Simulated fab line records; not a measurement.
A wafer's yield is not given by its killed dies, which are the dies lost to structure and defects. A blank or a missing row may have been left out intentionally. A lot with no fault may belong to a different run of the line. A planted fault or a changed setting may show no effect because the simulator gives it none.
fab line records :: flow gf180mcu
record
  lots=5
  wafers=15
  lastDay=34
route steps=602 shown SALICIDE@280 CONTACT@287
lots untouched by any fault: they come from a run of this same line in which no faults occurred
startH: hours from the record's first day to the start of the lot's first wafer shown :: waitH: how many hours have passed since the lot's step before this one :: " identical to the entry in the row above :: L1.1+2: a single row standing in for several wafers :: - either no value or no given start :: * or withheld: withheld :: < > ~ a bound
route shown NAME@n: NAME is a module with steps in the file, n the number in the route of the first one :: usual: mean and standard deviation over wafers with no fault :: same: alike in all rows :: chamber/n: place in a boat :: sites: per-site readings :: _std_site: how widely they spread, as a standard deviation :: _edge_site: inner sites' mean taken away from outer sites' mean :: radiusMm: for every site, how far away it sits from the centre of the wafer :: mask NAME#n: copy n :: behind: tool/chamber where the wafer was last shaped :: hold: what put the lot on hold/how long, in hours/how the hold closed :: device: the transistor (n, p or np) that didn't switch :: end of line: the route-end tests of the same wafers :: a step with no rows: only its recipe :: killed: dies lost to structure and defects at the first sort, not the wafer's yield :: map: a wafer's dies, marking killed ones x, the rest . and places with no die _
set.NAME: the run value of the setting; set.NAME@STEP: its run value at that earlier step :: model.NAME: the simulator's own value behind a step, which no gauge read
lots seen at some steps along the route; tables by step, rows by wafer
services: a tool's chamber out of use, with start hour (startH, from the record's first day; less than 0 if before it), hours out, and reason
## steps
# step GF_SALICIDE_SPUTTER_02
# recipe
  material=Co
  targetThkNm=10
  powerW=1000
  timeS=20
  chamberPressurePa=0.4
# usual
  throttleValvePct=30.2/0.97
lot.wafer: L078.1
tool: pvdSputter-02
chamber: -
startH: 375.19
waitH: 0.0
throttleValvePct: 31.7

lot.wafer: L078.5
tool: pvdSputter-02
chamber: -
startH: 375.19
waitH: 0.0
throttleValvePct: 31.9

lot.wafer: L078.6
tool: pvdSputter-02
chamber: -
startH: 375.19
waitH: 0.0
throttleValvePct: 29.5

lot.wafer: L082.1
tool: pvdSputter-03
chamber: -
startH: 408.77
waitH: 0.0
throttleValvePct: 29.6

lot.wafer: L082.2
tool: pvdSputter-03
chamber: -
startH: 408.77
waitH: 0.0
throttleValvePct: 30.7

lot.wafer: L082.3
tool: pvdSputter-03
chamber: -
startH: 408.77
waitH: 0.0
throttleValvePct: 29.0

lot.wafer: L089.1
tool: pvdSputter-03
chamber: -
startH: 472.14
waitH: 0.0
throttleValvePct: 31.0

lot.wafer: L089.5
tool: pvdSputter-03
chamber: -
startH: 472.14
waitH: 0.0
throttleValvePct: 29.8

lot.wafer: L089.6
tool: pvdSputter-03
chamber: -
startH: 472.14
waitH: 0.0
throttleValvePct: 30.9

lot.wafer: L092.1
tool: pvdSputter-02
chamber: -
startH: 490.11
waitH: 0.0
throttleValvePct: 29.3

lot.wafer: L092.5
tool: pvdSputter-02
chamber: -
startH: 490.11
waitH: 0.0
throttleValvePct: 29.6

lot.wafer: L092.6
tool: pvdSputter-02
chamber: -
startH: 490.11
waitH: 0.0
throttleValvePct: 31.3

lot.wafer: L095.2
tool: pvdSputter-03
chamber: -
startH: 517.84
waitH: 0.0
throttleValvePct: 30.9

lot.wafer: L095.3
tool: pvdSputter-03
chamber: -
startH: 517.84
waitH: 0.0
throttleValvePct: 29.8

lot.wafer: L095.4
tool: pvdSputter-03
chamber: -
startH: 517.84
waitH: 0.0
throttleValvePct: 30.7
# step GF_SALICIDE_SPUTTER_03
# recipe
  material=TiN
  targetThkNm=20
  powerW=6500
  timeS=16.7
  chamberPressurePa=0.4
# usual
  throttleValvePct=30.2/0.97
lot.wafer: L078.1
tool: pvdSputter-02
chamber: -
startH: 375.22
waitH: 0.0
throttleValvePct: 31.3

lot.wafer: L078.5
tool: pvdSputter-02
chamber: -
startH: 375.22
waitH: 0.0
throttleValvePct: 31.4

lot.wafer: L078.6
tool: pvdSputter-02
chamber: -
startH: 375.22
waitH: 0.0
throttleValvePct: 29.5

lot.wafer: L082.1
tool: pvdSputter-03
chamber: -
startH: 408.79
waitH: 0.0
throttleValvePct: 29.7

lot.wafer: L082.2
tool: pvdSputter-03
chamber: -
startH: 408.79
waitH: 0.0
throttleValvePct: 30.7

lot.wafer: L082.3
tool: pvdSputter-03
chamber: -
startH: 408.79
waitH: 0.0
throttleValvePct: 28.8

lot.wafer: L089.1
tool: pvdSputter-03
chamber: -
startH: 472.17
waitH: 0.0
throttleValvePct: 31.0

lot.wafer: L089.5
tool: pvdSputter-03
chamber: -
startH: 472.17
waitH: 0.0
throttleValvePct: 29.5

lot.wafer: L089.6
tool: pvdSputter-03
chamber: -
startH: 472.17
waitH: 0.0
throttleValvePct: 31.0

lot.wafer: L092.1
tool: pvdSputter-02
chamber: -
startH: 490.14
waitH: 0.0
throttleValvePct: 29.4

lot.wafer: L092.5
tool: pvdSputter-02
chamber: -
startH: 490.14
waitH: 0.0
throttleValvePct: 29.7

lot.wafer: L092.6
tool: pvdSputter-02
chamber: -
startH: 490.14
waitH: 0.0
throttleValvePct: 31.4

lot.wafer: L095.2
tool: pvdSputter-03
chamber: -
startH: 517.87
waitH: 0.0
throttleValvePct: 30.8

lot.wafer: L095.3
tool: pvdSputter-03
chamber: -
startH: 517.87
waitH: 0.0
throttleValvePct: 29.5

lot.wafer: L095.4
tool: pvdSputter-03
chamber: -
startH: 517.87
waitH: 0.0
throttleValvePct: 30.5
# step GF_SALICIDE_RS_MEAS_04
# recipe
  thkMeasGauge=four-point-probe
  reads=TiN_of_SALICIDE_SPUTTER_03+Co_of_SALICIDE_SPUTTER_02
# usual
  SALICIDE_TIN_RS=16.29/0.29
lot.wafer: L078.1
tool: filmMetro-01
chamber: -
startH: 375.25
waitH: 0.0
SALICIDE_TIN_RS[ohm/sq]: 16.54

lot.wafer: L078.5
tool: filmMetro-01
chamber: -
startH: 375.25
waitH: 0.0
SALICIDE_TIN_RS[ohm/sq]: 16.11

lot.wafer: L078.6
tool: filmMetro-01
chamber: -
startH: 375.25
waitH: 0.0
SALICIDE_TIN_RS[ohm/sq]: 16.02

lot.wafer: L082.1
tool: filmMetro-03
chamber: -
startH: 408.82
waitH: 0.0
SALICIDE_TIN_RS[ohm/sq]: 16.57

lot.wafer: L082.2
tool: filmMetro-03
chamber: -
startH: 408.82
waitH: 0.0
SALICIDE_TIN_RS[ohm/sq]: 16.86

lot.wafer: L082.3
tool: filmMetro-03
chamber: -
startH: 408.82
waitH: 0.0
SALICIDE_TIN_RS[ohm/sq]: 16.22

lot.wafer: L089.1
tool: filmMetro-04
chamber: -
startH: 472.20
waitH: 0.0
SALICIDE_TIN_RS[ohm/sq]: 16.43

lot.wafer: L089.5
tool: filmMetro-04
chamber: -
startH: 472.20
waitH: 0.0
SALICIDE_TIN_RS[ohm/sq]: 16.48

lot.wafer: L089.6
tool: filmMetro-04
chamber: -
startH: 472.20
waitH: 0.0
SALICIDE_TIN_RS[ohm/sq]: 16.45

lot.wafer: L092.1
tool: filmMetro-01
chamber: -
startH: 490.17
waitH: 0.0
SALICIDE_TIN_RS[ohm/sq]: 16.20

lot.wafer: L092.5
tool: filmMetro-01
chamber: -
startH: 490.17
waitH: 0.0
SALICIDE_TIN_RS[ohm/sq]: 16.43

lot.wafer: L092.6
tool: filmMetro-01
chamber: -
startH: 490.17
waitH: 0.0
SALICIDE_TIN_RS[ohm/sq]: 16.09

lot.wafer: L095.2
tool: filmMetro-04
chamber: -
startH: 517.92
waitH: 0.0
SALICIDE_TIN_RS[ohm/sq]: 16.46

lot.wafer: L095.3
tool: filmMetro-04
chamber: -
startH: 517.92
waitH: 0.0
SALICIDE_TIN_RS[ohm/sq]: 16.41

lot.wafer: L095.4
tool: filmMetro-04
chamber: -
startH: 517.92
waitH: 0.0
SALICIDE_TIN_RS[ohm/sq]: 16.01
# step GF_SALICIDE_THK_MEAS_05
# recipe
  thkMeasGauge=xrf
  reads=TiN_of_SALICIDE_SPUTTER_03
# usual
  SALICIDE_TIN_THK=19.98/0.29
lot.wafer: L078.1
tool: filmMetro-01
chamber: -
startH: 375.37
waitH: 0.1
SALICIDE_TIN_THK[nm]: 19.97

lot.wafer: L078.5
tool: filmMetro-01
chamber: -
startH: 375.37
waitH: 0.1
SALICIDE_TIN_THK[nm]: 20.19

lot.wafer: L078.6
tool: filmMetro-01
chamber: -
startH: 375.37
waitH: 0.1
SALICIDE_TIN_THK[nm]: 20.22

lot.wafer: L082.1
tool: filmMetro-03
chamber: -
startH: 408.94
waitH: 0.1
SALICIDE_TIN_THK[nm]: 19.64

lot.wafer: L082.2
tool: filmMetro-03
chamber: -
startH: 408.94
waitH: 0.1
SALICIDE_TIN_THK[nm]: 19.40

lot.wafer: L082.3
tool: filmMetro-03
chamber: -
startH: 408.94
waitH: 0.1
SALICIDE_TIN_THK[nm]: 19.46

lot.wafer: L089.1
tool: filmMetro-04
chamber: -
startH: 472.32
waitH: 0.1
SALICIDE_TIN_THK[nm]: 20.00

lot.wafer: L089.5
tool: filmMetro-04
chamber: -
startH: 472.32
waitH: 0.1
SALICIDE_TIN_THK[nm]: 19.80

lot.wafer: L089.6
tool: filmMetro-04
chamber: -
startH: 472.32
waitH: 0.1
SALICIDE_TIN_THK[nm]: 19.95

lot.wafer: L092.1
tool: filmMetro-01
chamber: -
startH: 490.29
waitH: 0.1
SALICIDE_TIN_THK[nm]: 20.30

lot.wafer: L092.5
tool: filmMetro-01
chamber: -
startH: 490.29
waitH: 0.1
SALICIDE_TIN_THK[nm]: 20.02

lot.wafer: L092.6
tool: filmMetro-01
chamber: -
startH: 490.29
waitH: 0.1
SALICIDE_TIN_THK[nm]: 20.58

lot.wafer: L095.2
tool: filmMetro-04
chamber: -
startH: 518.03
waitH: 0.1
SALICIDE_TIN_THK[nm]: 19.94

lot.wafer: L095.3
tool: filmMetro-04
chamber: -
startH: 518.03
waitH: 0.1
SALICIDE_TIN_THK[nm]: 20.08

lot.wafer: L095.4
tool: filmMetro-04
chamber: -
startH: 518.03
waitH: 0.1
SALICIDE_TIN_THK[nm]: 20.14
# step GF_SALICIDE_RTA_06
# recipe
  tempC=530
  timeS=30
  ambient=N2
# usual
  lampPowerPct=6.4/0.82
  wafer_temp_C_max=532.1/0.48
lot.wafer: L078.1
tool: rtpAnneal-01
chamber: 0
startH: 375.43
waitH: 0.1
lampPowerPct: 7.0
wafer_temp_C_max: 531.2

lot.wafer: L078.5
tool: rtpAnneal-01
chamber: 0
startH: 375.43
waitH: 0.1
lampPowerPct: 7.0
wafer_temp_C_max: 532.6

lot.wafer: L078.6
tool: rtpAnneal-01
chamber: 0
startH: 375.43
waitH: 0.1
lampPowerPct: 7.0
wafer_temp_C_max: 531.7

lot.wafer: L082.1
tool: rtpAnneal-01
chamber: 0
startH: 409.00
waitH: 0.1
lampPowerPct: 7.0
wafer_temp_C_max: 532.2

lot.wafer: L082.2
tool: rtpAnneal-01
chamber: 0
startH: 409.00
waitH: 0.1
lampPowerPct: 7.0
wafer_temp_C_max: 531.5

lot.wafer: L082.3
tool: rtpAnneal-01
chamber: 0
startH: 409.00
waitH: 0.1
lampPowerPct: 7.0
wafer_temp_C_max: 532.1

lot.wafer: L089.1
tool: rtpAnneal-01
chamber: 0
startH: 472.38
waitH: 0.1
lampPowerPct: 7.0
wafer_temp_C_max: 531.4

lot.wafer: L089.5
tool: rtpAnneal-01
chamber: 0
startH: 472.38
waitH: 0.1
lampPowerPct: 7.0
wafer_temp_C_max: 531.7

lot.wafer: L089.6
tool: rtpAnneal-01
chamber: 0
startH: 472.38
waitH: 0.1
lampPowerPct: 7.0
wafer_temp_C_max: 532.3

lot.wafer: L092.1
tool: rtpAnneal-02
chamber: 0
startH: 490.35
waitH: 0.1
lampPowerPct: 5.3
wafer_temp_C_max: 532.3

lot.wafer: L092.5
tool: rtpAnneal-02
chamber: 0
startH: 490.35
waitH: 0.1
lampPowerPct: 5.3
wafer_temp_C_max: 532.0

lot.wafer: L092.6
tool: rtpAnneal-02
chamber: 0
startH: 490.35
waitH: 0.1
lampPowerPct: 5.3
wafer_temp_C_max: 532.1

lot.wafer: L095.2
tool: rtpAnneal-01
chamber: 0
startH: 518.11
waitH: 0.1
lampPowerPct: 7.0
wafer_temp_C_max: 532.6

lot.wafer: L095.3
tool: rtpAnneal-01
chamber: 0
startH: 518.11
waitH: 0.1
lampPowerPct: 7.0
wafer_temp_C_max: 532.5

lot.wafer: L095.4
tool: rtpAnneal-01
chamber: 0
startH: 518.11
waitH: 0.1
lampPowerPct: 7.0
wafer_temp_C_max: 532.7
# step GF_SALICIDE_WET_ETCH_07
# recipe
  chemistry=SPM
  targetDepthNm=120
  dry=n2Spin
lot.wafer: L078.1+5+6
tool: wetBench-01
chamber: 2
startH: 375.53
waitH: 0.1

lot.wafer: L082.1+2+3
tool: wetBench-02
chamber: 0
startH: 409.10
waitH: 0.1

lot.wafer: L089.1+5+6
tool: wetBench-01
chamber: 0
startH: 472.48
waitH: 0.1

lot.wafer: L092.1+5+6
tool: wetBench-04
chamber: 1
startH: 490.45
waitH: 0.1

lot.wafer: L095.2+3+4
tool: wetBench-04
chamber: 2
startH: 518.28
waitH: 0.1
# step GF_SALICIDE_RTA_08
# recipe
  tempC=800
  timeS=30
  ambient=N2
# usual
  lampPowerPct=16.3/2.3
  wafer_temp_C_max=803.6/0.78
lot.wafer: L078.1
tool: rtpAnneal-02
chamber: 0
startH: 375.62
waitH: 0.0
lampPowerPct: 14.7
wafer_temp_C_max: 802.1

lot.wafer: L078.5
tool: rtpAnneal-02
chamber: 0
startH: 375.62
waitH: 0.0
lampPowerPct: 14.7
wafer_temp_C_max: 802.9

lot.wafer: L078.6
tool: rtpAnneal-02
chamber: 0
startH: 375.62
waitH: 0.0
lampPowerPct: 14.7
wafer_temp_C_max: 804.8

lot.wafer: L082.1
tool: rtpAnneal-02
chamber: 0
startH: 409.19
waitH: 0.0
lampPowerPct: 14.7
wafer_temp_C_max: 803.5

lot.wafer: L082.2
tool: rtpAnneal-02
chamber: 0
startH: 409.19
waitH: 0.0
lampPowerPct: 14.7
wafer_temp_C_max: 803.9

lot.wafer: L082.3
tool: rtpAnneal-02
chamber: 0
startH: 409.19
waitH: 0.0
lampPowerPct: 14.7
wafer_temp_C_max: 803.5

lot.wafer: L089.1
tool: rtpAnneal-02
chamber: 0
startH: 472.57
waitH: 0.0
lampPowerPct: 14.7
wafer_temp_C_max: 803.7

lot.wafer: L089.5
tool: rtpAnneal-02
chamber: 0
startH: 472.57
waitH: 0.0
lampPowerPct: 14.7
wafer_temp_C_max: 803.8

lot.wafer: L089.6
tool: rtpAnneal-02
chamber: 0
startH: 472.57
waitH: 0.0
lampPowerPct: 14.7
wafer_temp_C_max: 803.7

lot.wafer: L092.1
tool: rtpAnneal-01
chamber: 0
startH: 490.55
waitH: 0.0
lampPowerPct: 19.5
wafer_temp_C_max: 804.0

lot.wafer: L092.5
tool: rtpAnneal-01
chamber: 0
startH: 490.55
waitH: 0.0
lampPowerPct: 19.5
wafer_temp_C_max: 802.7

lot.wafer: L092.6
tool: rtpAnneal-01
chamber: 0
startH: 490.55
waitH: 0.0
lampPowerPct: 19.5
wafer_temp_C_max: 802.4

lot.wafer: L095.2
tool: rtpAnneal-01
chamber: 0
startH: 518.40
waitH: 0.0
lampPowerPct: 19.5
wafer_temp_C_max: 803.8

lot.wafer: L095.3
tool: rtpAnneal-01
chamber: 0
startH: 518.40
waitH: 0.0
lampPowerPct: 19.5
wafer_temp_C_max: 803.1

lot.wafer: L095.4
tool: rtpAnneal-01
chamber: 0
startH: 518.40
waitH: 0.0
lampPowerPct: 19.5
wafer_temp_C_max: 802.6
# step GF_CONTACT_CVD_00
# recipe
  material=SiO2
  targetThkNm=300
  sigmaOpenFrac=0.3
  tempC=400
  timeS=50
  sih4FlowSccm=60
  pressureMtorr=6
# usual
  pressureMtorr=5.999/0.012
lot.wafer: L078.1
tool: hdpcvd-02
chamber: 2
startH: 375.72
waitH: 0.1
pressureMtorr: 5.986

lot.wafer: L078.5
tool: hdpcvd-02
chamber: 0
startH: 375.72
waitH: 0.1
pressureMtorr: 6.005

lot.wafer: L078.6
tool: hdpcvd-02
chamber: 2
startH: 375.72
waitH: 0.1
pressureMtorr: 5.996

lot.wafer: L082.1
tool: hdpcvd-01
chamber: 0
startH: 409.29
waitH: 0.1
pressureMtorr: 5.981

lot.wafer: L082.2
tool: hdpcvd-01
chamber: 2
startH: 409.29
waitH: 0.1
pressureMtorr: 5.982

lot.wafer: L082.3
tool: hdpcvd-01
chamber: 1
startH: 409.29
waitH: 0.1
pressureMtorr: 6.002

lot.wafer: L089.1
tool: hdpcvd-01
chamber: 0
startH: 472.67
waitH: 0.1
pressureMtorr: 5.989

lot.wafer: L089.5
tool: hdpcvd-01
chamber: 1
startH: 472.67
waitH: 0.1
pressureMtorr: 6.008

lot.wafer: L089.6
tool: hdpcvd-01
chamber: 2
startH: 472.67
waitH: 0.1
pressureMtorr: 5.992

lot.wafer: L092.1
tool: hdpcvd-01
chamber: 2
startH: 490.75
waitH: 0.2
pressureMtorr: 5.979

lot.wafer: L092.5
tool: hdpcvd-01
chamber: 0
startH: 490.75
waitH: 0.2
pressureMtorr: 6.008

lot.wafer: L092.6
tool: hdpcvd-01
chamber: 1
startH: 490.75
waitH: 0.2
pressureMtorr: 5.984

lot.wafer: L095.2
tool: hdpcvd-01
chamber: 1
startH: 518.57
waitH: 0.1
pressureMtorr: 6.007

lot.wafer: L095.3
tool: hdpcvd-01
chamber: 2
startH: 518.57
waitH: 0.1
pressureMtorr: 6.003

lot.wafer: L095.4
tool: hdpcvd-01
chamber: 2
startH: 518.57
waitH: 0.1
pressureMtorr: 6.005
# step GF_CONTACT_THK_MEAS_01
# recipe
  reads=SiO2_of_CONTACT_CVD_00
# usual
  CONTACT_CVD_00_THK=300/3.4
lot.wafer: L078.1
tool: filmMetro-02
chamber: -
startH: 375.76
waitH: 0.0
CONTACT_CVD_00_THK[nm]: 300

lot.wafer: L078.5
tool: filmMetro-02
chamber: -
startH: 375.76
waitH: 0.0
CONTACT_CVD_00_THK[nm]: 298

lot.wafer: L078.6
tool: filmMetro-02
chamber: -
startH: 375.76
waitH: 0.0
CONTACT_CVD_00_THK[nm]: 300

lot.wafer: L082.1
tool: filmMetro-03
chamber: -
startH: 409.35
waitH: 0.0
CONTACT_CVD_00_THK[nm]: 295

lot.wafer: L082.2
tool: filmMetro-03
chamber: -
startH: 409.35
waitH: 0.0
CONTACT_CVD_00_THK[nm]: 296

lot.wafer: L082.3
tool: filmMetro-03
chamber: -
startH: 409.35
waitH: 0.0
CONTACT_CVD_00_THK[nm]: 294

lot.wafer: L089.1
tool: filmMetro-01
chamber: -
startH: 472.71
waitH: 0.0
CONTACT_CVD_00_THK[nm]: 298

lot.wafer: L089.5
tool: filmMetro-01
chamber: -
startH: 472.71
waitH: 0.0
CONTACT_CVD_00_THK[nm]: 301

lot.wafer: L089.6
tool: filmMetro-01
chamber: -
startH: 472.71
waitH: 0.0
CONTACT_CVD_00_THK[nm]: 299

lot.wafer: L092.1
tool: filmMetro-02
chamber: -
startH: 490.79
waitH: 0.0
CONTACT_CVD_00_THK[nm]: 296

lot.wafer: L092.5
tool: filmMetro-02
chamber: -
startH: 490.79
waitH: 0.0
CONTACT_CVD_00_THK[nm]: 297

lot.wafer: L092.6
tool: filmMetro-02
chamber: -
startH: 490.79
waitH: 0.0
CONTACT_CVD_00_THK[nm]: 302

lot.wafer: L095.2
tool: filmMetro-01
chamber: -
startH: 518.62
waitH: 0.0
CONTACT_CVD_00_THK[nm]: 300

lot.wafer: L095.3
tool: filmMetro-01
chamber: -
startH: 518.62
waitH: 0.0
CONTACT_CVD_00_THK[nm]: 299

lot.wafer: L095.4
tool: filmMetro-01
chamber: -
startH: 518.62
waitH: 0.0
CONTACT_CVD_00_THK[nm]: 296
# step GF_CONTACT_CVD_02
# recipe
  material=SiO2
  targetThkNm=860
  precursor=TEOS
  tempC=400
  timeS=95.992
  rfW=600
# usual
  heaterPowerW=730/130
lot.wafer: L078.1
tool: pecvd-02
chamber: 2
startH: 375.82
waitH: 0.1
heaterPowerW: 584

lot.wafer: L078.5
tool: pecvd-02
chamber: 2
startH: 375.82
waitH: 0.1
heaterPowerW: 665

lot.wafer: L078.6
tool: pecvd-02
chamber: 0
startH: 375.82
waitH: 0.1
heaterPowerW: 734

lot.wafer: L082.1
tool: pecvd-04
chamber: 0
startH: 409.41
waitH: 0.1
heaterPowerW: 783

lot.wafer: L082.2
tool: pecvd-04
chamber: 2
startH: 409.41
waitH: 0.1
heaterPowerW: 698

lot.wafer: L082.3
tool: pecvd-04
chamber: 1
startH: 409.41
waitH: 0.1
heaterPowerW: 554

lot.wafer: L089.1
tool: pecvd-02
chamber: 0
startH: 472.77
waitH: 0.1
heaterPowerW: 667

lot.wafer: L089.5
tool: pecvd-02
chamber: 0
startH: 472.77
waitH: 0.1
heaterPowerW: 740

lot.wafer: L089.6
tool: pecvd-02
chamber: 1
startH: 472.77
waitH: 0.1
heaterPowerW: 909

lot.wafer: L092.1
tool: pecvd-02
chamber: 0
startH: 490.85
waitH: 0.1
heaterPowerW: 769

lot.wafer: L092.5
tool: pecvd-02
chamber: 1
startH: 490.85
waitH: 0.1
heaterPowerW: 737

lot.wafer: L092.6
tool: pecvd-02
chamber: 2
startH: 490.85
waitH: 0.1
heaterPowerW: 741

lot.wafer: L095.2
tool: pecvd-02
chamber: 0
startH: 518.67
waitH: 0.0
heaterPowerW: 688

lot.wafer: L095.3
tool: pecvd-02
chamber: 1
startH: 518.67
waitH: 0.0
heaterPowerW: 925

lot.wafer: L095.4
tool: pecvd-02
chamber: 1
startH: 518.67
waitH: 0.0
heaterPowerW: 746
# step GF_CONTACT_THK_MEAS_03
# recipe
  reads=SiO2_of_CONTACT_CVD_02
# usual
  CONTACT_CVD_02_THK=858/11
lot.wafer: L078.1
tool: filmMetro-03
chamber: -
startH: 375.89
waitH: 0.0
CONTACT_CVD_02_THK[nm]: 842

lot.wafer: L078.5
tool: filmMetro-03
chamber: -
startH: 375.89
waitH: 0.0
CONTACT_CVD_02_THK[nm]: 857

lot.wafer: L078.6
tool: filmMetro-03
chamber: -
startH: 375.89
waitH: 0.0
CONTACT_CVD_02_THK[nm]: 869

lot.wafer: L082.1
tool: filmMetro-01
chamber: -
startH: 409.48
waitH: 0.0
CONTACT_CVD_02_THK[nm]: 865

lot.wafer: L082.2
tool: filmMetro-01
chamber: -
startH: 409.48
waitH: 0.0
CONTACT_CVD_02_THK[nm]: 864

lot.wafer: L082.3
tool: filmMetro-01
chamber: -
startH: 409.48
waitH: 0.0
CONTACT_CVD_02_THK[nm]: 876

lot.wafer: L089.1
tool: filmMetro-02
chamber: -
startH: 472.84
waitH: 0.0
CONTACT_CVD_02_THK[nm]: 845

lot.wafer: L089.5
tool: filmMetro-02
chamber: -
startH: 472.84
waitH: 0.0
CONTACT_CVD_02_THK[nm]: 866

lot.wafer: L089.6
tool: filmMetro-02
chamber: -
startH: 472.84
waitH: 0.0
CONTACT_CVD_02_THK[nm]: 849

lot.wafer: L092.1
tool: filmMetro-02
chamber: -
startH: 490.92
waitH: 0.0
CONTACT_CVD_02_THK[nm]: 859

lot.wafer: L092.5
tool: filmMetro-02
chamber: -
startH: 490.92
waitH: 0.0
CONTACT_CVD_02_THK[nm]: 856

lot.wafer: L092.6
tool: filmMetro-02
chamber: -
startH: 490.92
waitH: 0.0
CONTACT_CVD_02_THK[nm]: 861

lot.wafer: L095.2
tool: filmMetro-02
chamber: -
startH: 518.75
waitH: 0.0
CONTACT_CVD_02_THK[nm]: 851

lot.wafer: L095.3
tool: filmMetro-02
chamber: -
startH: 518.75
waitH: 0.0
CONTACT_CVD_02_THK[nm]: 852

lot.wafer: L095.4
tool: filmMetro-02
chamber: -
startH: 518.75
waitH: 0.0
CONTACT_CVD_02_THK[nm]: 867
# step GF_CONTACT_CMP_04
# recipe
  material=SiO2
  downForcePsi=4
  platenRpm=60
  padVelocityMS=0.94248
# usual
  motorCurrentA=11.9/1.4
  timeToEndpointS=107/6.2
lot.wafer: L078.1
tool: cmp-01
chamber: 0
startH: 376.05
waitH: 0.1
motorCurrentA: 10.7
timeToEndpointS: 112

lot.wafer: L078.6
tool: cmp-01
chamber: 2
startH: 376.05
waitH: 0.1
motorCurrentA: 10.4
timeToEndpointS: 121

lot.wafer: L078.5
tool: cmp-01
chamber: 3
startH: 376.05
waitH: 0.1
motorCurrentA: 10.8
timeToEndpointS: 115

lot.wafer: L082.2
tool: cmp-01
chamber: 1
startH: 409.54
waitH: 0.0
motorCurrentA: 15.2
timeToEndpointS: 110

lot.wafer: L082.1
tool: cmp-01
chamber: 3
startH: 409.54
waitH: 0.0
motorCurrentA: 11.4
timeToEndpointS: 116

lot.wafer: L082.3
tool: cmp-01
chamber: 0
startH: 409.54
waitH: 0.0
motorCurrentA: 10.8
timeToEndpointS: 120

lot.wafer: L089.1
tool: cmp-02
chamber: 1
startH: 473.95
waitH: 1.1
motorCurrentA: 10.7
timeToEndpointS: 101

lot.wafer: L089.5
tool: cmp-02
chamber: 1
startH: 473.95
waitH: 1.1
motorCurrentA: 10.6
timeToEndpointS: 108

lot.wafer: L089.6
tool: cmp-02
chamber: 2
startH: 473.95
waitH: 1.1
motorCurrentA: 11.7
timeToEndpointS: 106

lot.wafer: L092.1
tool: cmp-02
chamber: 1
startH: 493.45
waitH: 2.5
motorCurrentA: 10.4
timeToEndpointS: 106

lot.wafer: L092.6
tool: cmp-02
chamber: 1
startH: 493.45
waitH: 2.5
motorCurrentA: 10.2
timeToEndpointS: 106

lot.wafer: L092.5
tool: cmp-02
chamber: 2
startH: 493.45
waitH: 2.5
motorCurrentA: 11.4
timeToEndpointS: 107

lot.wafer: L095.2
tool: cmp-01
chamber: 2
startH: 518.80
waitH: 0.0
motorCurrentA: 10.2
timeToEndpointS: 104

lot.wafer: L095.4
tool: cmp-01
chamber: 0
startH: 518.80
waitH: 0.0
motorCurrentA: 11.3
timeToEndpointS: 117

lot.wafer: L095.3
tool: cmp-01
chamber: 1
startH: 518.80
waitH: 0.0
motorCurrentA: 15.5
timeToEndpointS: 105
# step GF_CONTACT_BOW_MEAS_05
# recipe
  mode=bow
# usual
  CONTACT_BOW=66/6.2
lot.wafer: L078.1
tool: filmMetro-01
chamber: -
startH: 376.25
waitH: 0.1
CONTACT_BOW[um]: 79

lot.wafer: L078.5
tool: filmMetro-01
chamber: -
startH: 376.25
waitH: 0.1
CONTACT_BOW[um]: 67

lot.wafer: L078.6
tool: filmMetro-01
chamber: -
startH: 376.25
waitH: 0.1
CONTACT_BOW[um]: 63

lot.wafer: L082.1
tool: filmMetro-02
chamber: -
startH: 409.84
waitH: 0.1
CONTACT_BOW[um]: 69

lot.wafer: L082.2
tool: filmMetro-02
chamber: -
startH: 409.84
waitH: 0.1
CONTACT_BOW[um]: 76

lot.wafer: L082.3
tool: filmMetro-02
chamber: -
startH: 409.84
waitH: 0.1
CONTACT_BOW[um]: 58

lot.wafer: L089.1
tool: filmMetro-03
chamber: -
startH: 474.25
waitH: 0.2
CONTACT_BOW[um]: 62

lot.wafer: L089.5
tool: filmMetro-03
chamber: -
startH: 474.25
waitH: 0.2
CONTACT_BOW[um]: 58

lot.wafer: L089.6
tool: filmMetro-03
chamber: -
startH: 474.25
waitH: 0.2
CONTACT_BOW[um]: 73

lot.wafer: L092.1
tool: filmMetro-01
chamber: -
startH: 493.75
waitH: 0.2
CONTACT_BOW[um]: 67

lot.wafer: L092.5
tool: filmMetro-01
chamber: -
startH: 493.75
waitH: 0.2
CONTACT_BOW[um]: 62

lot.wafer: L092.6
tool: filmMetro-01
chamber: -
startH: 493.75
waitH: 0.2
CONTACT_BOW[um]: 57

lot.wafer: L095.2
tool: filmMetro-02
chamber: -
startH: 519.12
waitH: 0.3
CONTACT_BOW[um]: 71

lot.wafer: L095.3
tool: filmMetro-02
chamber: -
startH: 519.12
waitH: 0.3
CONTACT_BOW[um]: 71

lot.wafer: L095.4
tool: filmMetro-02
chamber: -
startH: 519.12
waitH: 0.3
CONTACT_BOW[um]: 74
## services
tool: pvdSputter-03
chamber: -
startH: 353.72
hours: 4.5
kind: repair

tool: pecvd-02
chamber: -
startH: 357.93
hours: 0.8
kind: repair

tool: cmp-01
chamber: -
startH: 367.32
hours: 1.4
kind: repair

tool: pvdSputter-03
chamber: -
startH: 377.26
hours: 0.9
kind: repair

tool: pvdSputter-02
chamber: -
startH: 402.21
hours: 1.3
kind: repair

tool: cmp-02
chamber: -
startH: 404.00
hours: 4.0
kind: pm

tool: pvdSputter-03
chamber: -
startH: 421.23
hours: 1.8
kind: repair

tool: cmp-02
chamber: -
startH: 422.52
hours: 0.3
kind: repair

tool: pecvd-02
chamber: -
startH: 425.55
hours: 2.8
kind: pm

tool: rtpAnneal-02
chamber: -
startH: 426.83
hours: 2.5
kind: pm

tool: cmp-01
chamber: -
startH: 428.30
hours: 1.1
kind: repair

tool: cmp-02
chamber: -
startH: 433.28
hours: 0.5
kind: repair

tool: wetBench-01
chamber: -
startH: 437.32
hours: 1.4
kind: repair

tool: hdpcvd-01
chamber: 1
startH: 439.90
hours: 21.7
kind: repair

tool: pecvd-02
chamber: -
startH: 446.03
hours: 1.7
kind: repair

tool: pecvd-04
chamber: 1
startH: 450.52
hours: 19.7
kind: repair

tool: hdpcvd-01
chamber: -
startH: 458.84
hours: 2.0
kind: repair

tool: cmp-01
chamber: -
startH: 460.47
hours: 3.2
kind: repair

tool: cmp-01
chamber: -
startH: 471.17
hours: 1.8
kind: repair

tool: wetBench-01
chamber: -
startH: 478.55
hours: 2.0
kind: repair

tool: cmp-01
chamber: -
startH: 489.64
hours: 4.3
kind: pm

tool: cmp-02
chamber: -
startH: 490.02
hours: 2.8
kind: repair

tool: cmp-02
chamber: -
startH: 494.27
hours: 1.0
kind: repair

tool: cmp-02
chamber: -
startH: 514.33
hours: 1.4
kind: repair
## key
fault none
